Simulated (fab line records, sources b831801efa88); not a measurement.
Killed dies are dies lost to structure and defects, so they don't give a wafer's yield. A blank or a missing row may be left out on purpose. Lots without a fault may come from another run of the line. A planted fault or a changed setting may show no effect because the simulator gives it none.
Chamber matching | flow gf180mcu | GF_STI_ETCH_14 on rie_si-02: 4 sister chambers
The step etches Si in HBr/Cl2/O2, target depth 360 nm, time 102.9 s. 14 wafers are shown with their chamber, then 7 later ones without.

WAFERS WITH THEIR CHAMBER
wafer  | chamber | drypump_motor_current_A (A) | throttle_valve_pct (%) | oes_product_au (a.u.)
L270.1 | 2       | 6.2                         | 25.656                 | 1.002
L270.2 | 0       | 5.5                         | 25.658                 | 0.999
L270.4 | 1       | 5.8                         | 25.669                 | 0.997
L275.2 | 0       | 5.5                         | 25.652                 | 1.002
L275.4 | 2       | 6.2                         | 25.664                 | 1.003
L275.5 | 1       | 5.8                         | 25.665                 | 0.994
L278.4 | 3       | 5.1                         | 25.662                 | 0.975
L278.5 | 1       | 5.8                         | 25.676                 | 0.990
L278.6 | 0       | 5.5                         | 25.668                 | 0.990
L285.4 | 0       | 5.5                         | 25.653                 | 1.001
L285.5 | 2       | 6.2                         | 25.633                 | 1.000
L285.6 | 1       | 5.8                         | 25.668                 | 0.975
L287.1 | 0       | 5.6                         | 25.661                 | 0.989
L287.3 | 3       | 5.1                         | 25.649                 | 0.999

SIGNATURES (means of the wafers above)
reading                 | chamber 0 | chamber 1 | chamber 2 | chamber 3 | scatter within a chamber
drypump_motor_current_A | 5.520     | 5.800     | 6.200     | 5.100     | 0.0283
throttle_valve_pct      | 25.65840  | 25.66950  | 25.65100  | 25.65550  | 0.00915
oes_product_au          | 0.99620   | 0.98900   | 1.00167   | 0.98700   | 0.00856
Rule: a wafer's distance from a chamber is the root of the sum, over the readings, of the square of ((its reading less the chamber's mean) divided by the reading's scatter). The wafer belongs to the nearest chamber; if the next one is less than 2 further off, it can't be placed. The scatter: the root of (the sum of the squares of (reading less its chamber's mean) over the shown wafers, divided by (wafers less chambers)).

WAFERS WITHOUT THEIR CHAMBER
wafer  | drypump_motor_current_A (A) | throttle_valve_pct (%) | oes_product_au (a.u.)
L287.6 | 5.1                         | 25.657                 | 0.991
L288.2 | 5.0                         | 25.666                 | 1.010
L288.3 | 5.6                         | 25.662                 | 1.009
L288.6 | 5.5                         | 25.648                 | 1.002
L289.2 | 5.8                         | 25.677                 | 0.989
L289.4 | 5.0                         | 25.656                 | 1.000
L289.5 | 5.6                         | 25.662                 | 0.986

WHICH CHAMBER EACH WENT THROUGH
wafer  | from the rows above | in truth
L287.6 | 3                   | 3
L288.2 | 3                   | 3
L288.3 | 0                   | 0
L288.6 | 0                   | 0
L289.2 | 1                   | 1
L289.4 | 3                   | 3
L289.5 | 0                   | 0
Placed correctly: 7 of 7. Can't be placed from these rows: 0. Placed wrongly: 0.
